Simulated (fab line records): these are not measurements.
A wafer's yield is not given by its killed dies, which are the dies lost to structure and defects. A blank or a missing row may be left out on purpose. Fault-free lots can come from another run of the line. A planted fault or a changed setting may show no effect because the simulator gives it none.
Which tool did it? | flow sky130 | 14 lots with 42 wafers sampled at 4 steps, on a route of 708 steps

== WHAT EACH GAUGE READ, for each wafer ==
SKY_SONOS_ONO_THK_MEAS_05. Usual: SONOS_ONO_CVD_04_THK gives 5.40 nm (standard deviation 0.11).
lot  | measured     | on            | SONOS_ONO_CVD_04_THK (nm) | flag
L519 | day 12 02:54 | film-metro-02 | 5.44 5.26 5.47            |
L521 | day 12 19:22 | film-metro-01 | 5.40 5.33 5.40            |
L523 | day 13 08:31 | film-metro-03 | 5.33 5.28 5.29            |
L524 | day 13 13:54 | film-metro-01 | 5.34 5.36 5.30            |
L526 | day 14 22:11 | film-metro-02 | 5.44 5.43 5.34            |
L531 | day 16 05:22 | film-metro-03 | 5.33 5.18 5.27            |
L532 | day 16 09:02 | film-metro-02 | 5.38 5.48 5.29            |
L533 | day 16 14:32 | film-metro-02 | 5.41 5.36 5.45            |
L534 | day 17 00:16 | film-metro-03 | 5.45 5.58 5.46            |
L536 | day 17 16:58 | film-metro-03 | 5.60 5.52 5.46            |
L537 | day 18 07:56 | film-metro-03 | 5.51 5.48 5.41            |
L538 | day 18 13:26 | film-metro-03 | 5.31 5.38 5.34            |
L539 | day 18 14:40 | film-metro-01 | 5.26 5.36 5.32            |
L540 | day 19 01:59 | film-metro-03 | 5.59 5.65 5.74            |

SKY_SD_N_CD_MEAS_07: target cd 380 nm. Usual: cd-nm at 379.7 nm, with a standard deviation of 2.6.
lot  | measured     | on        | cd-nm (nm)        | flag
L519 | day 28 02:39 | cd-sem-01 | 383.9 381.0 380.4 |
L521 | day 29 21:10 | cd-sem-02 | 376.6 376.6 379.3 |
L523 | day 29 21:15 | cd-sem-01 | 376.0 376.0 378.2 |
L524 | day 30 03:28 | cd-sem-02 | 380.4 381.2 380.8 |
L526 | day 31 09:08 | cd-sem-02 | 380.2 378.3 379.7 |
L531 | day 32 09:53 | cd-sem-02 | 379.9 378.4 379.0 |
L532 | day 32 14:41 | cd-sem-02 | 379.3 379.6 379.1 |
L533 | day 32 18:23 | cd-sem-02 | 378.1 378.3 376.9 |
L534 | day 33 00:58 | cd-sem-02 | 382.0 379.6 381.2 |
L536 | day 33 23:20 | cd-sem-02 | 378.2 378.0 379.8 |
L537 | day 34 08:48 | cd-sem-02 | 382.1 382.8 381.1 |
L538 | day 34 15:53 | cd-sem-01 | 382.1 381.4 381.6 |
L539 | day 34 18:23 | cd-sem-02 | 381.5 380.2 380.4 |
L540 | day 35 00:15 | cd-sem-01 | 374.9 378.5 376.5 |

SKY_LI_CONTACT_BOW_MEAS_03. Usual: LI_CONTACT_BOW gives 55 um (standard deviation 6.7).
lot  | measured     | on            | LI_CONTACT_BOW (um) | flag
L519 | day 28 04:20 | film-metro-04 | 72 45 64            |
L521 | day 29 22:51 | film-metro-01 | 66 43 52            |
L523 | day 29 22:57 | film-metro-04 | 51 51 46            |
L524 | day 30 05:09 | film-metro-02 | 56 52 51            |
L526 | day 31 10:49 | film-metro-02 | 65 47 51            |
L531 | day 32 11:33 | film-metro-01 | 60 55 54            |
L532 | day 32 16:28 | film-metro-02 | 60 53 60            |
L533 | day 32 20:04 | film-metro-02 | 75 61 62            |
L534 | day 33 02:38 | film-metro-04 | 45 66 59            |
L536 | day 34 01:01 | film-metro-02 | 54 60 48            |
L537 | day 34 10:32 | film-metro-02 | 54 49 47            |
L538 | day 34 17:34 | film-metro-04 | 58 47 53            |
L539 | day 34 20:20 | film-metro-02 | 64 60 61            |
L540 | day 35 01:56 | film-metro-02 | 47 61 57            |

== EACH LOT AND THE TOOL THAT RAN IT (in order: tool; ch and the chambers of the sampled wafers; start) ==
lot  | SKY_LDD_HVP_EXPOSE_04
L519 | iline-stepper-02 ch 0, day 21 08:30
L521 | iline-stepper-02 ch 0, day 22 08:48
L523 | iline-stepper-02, day 22 23:35
L524 | iline-stepper-02, day 23 10:47
L526 | iline-stepper-01 ch 0, day 24 17:43
L531 | iline-stepper-02 ch 0, day 25 23:43
L532 | iline-stepper-02 ch 0, day 26 04:42
L533 | iline-stepper-02 ch 0, day 26 08:34
L534 | iline-stepper-01 ch 0, day 26 17:32
L536 | iline-stepper-02 ch 0, day 27 16:03
L537 | iline-stepper-02 ch 0, day 28 00:21
L538 | iline-stepper-02 ch 0, day 28 07:58
L539 | iline-stepper-01 ch 0, day 28 08:12
L540 | iline-stepper-01 ch 0, day 28 16:51
- SKY_LDD_HVP_EXPOSE_04: exposes mask HVPTM, target cd 700 nm.

== WHAT THE TOOLS THEMSELVES READ (means of the sampled wafers that have a number; where no wafer has one, the mark that the record gives instead) ==
SKY_LDD_HVP_EXPOSE_04. Usual: exposure-dose-mJ-cm2 86.00, standard deviation 0.096; focus-offset-nm -0.1 nm, standard deviation 0.52.
lot  | tool             | exposure-dose-mJ-cm2 | focus-offset-nm (nm) | flag
L519 | iline-stepper-02 | 86.02                | -0.3                 |
L521 | iline-stepper-02 | 85.92                | 0.1                  |
L523 | iline-stepper-02 | -                    | -                    | OFF
L524 | iline-stepper-02 | -                    | -                    | OFF
L526 | iline-stepper-01 | 85.83                | -0.1                 |
L531 | iline-stepper-02 | 86.09                | -0.6                 |
L532 | iline-stepper-02 | 85.97                | -0.3                 |
L533 | iline-stepper-02 | 86.06                | -0.6                 |
L534 | iline-stepper-01 | 85.92                | 0.6                  |
L536 | iline-stepper-02 | 85.92                | -0.0                 |
L537 | iline-stepper-02 | 86.13                | 0.2                  |
L538 | iline-stepper-02 | 86.09                | -0.5                 |
L539 | iline-stepper-01 | 86.02                | 0.2                  |
L540 | iline-stepper-01 | 86.04                | 0.3                  |

== THE ANSWER, worked out from the rows above alone ==
Rule: a lot is off if the mean of its wafers that have a number lies more than 3 standard deviations from the usual mean. A lot without any number at a reading at which 4 lots or more have one is off too. The other lots that the step has rows for count as sound. First the gauges in route order, then the tools' own readings, where a lot's mean is used as printed above. The first step at which some lot is off is used, and at that step the reading that is off furthest; a lot without a number counts as furthest.
Off, at SKY_LDD_HVP_EXPOSE_04 on exposure-dose-mJ-cm2: L523, L524. Without a number there: L523, L524.
If a tool, at that step or one of the process steps before it, ran each lot that is off and ran no sound lot following the first of them, it fits. No candidate that was tried fits.

== WHAT WAS PUT IN BY THE SIMULATOR ==
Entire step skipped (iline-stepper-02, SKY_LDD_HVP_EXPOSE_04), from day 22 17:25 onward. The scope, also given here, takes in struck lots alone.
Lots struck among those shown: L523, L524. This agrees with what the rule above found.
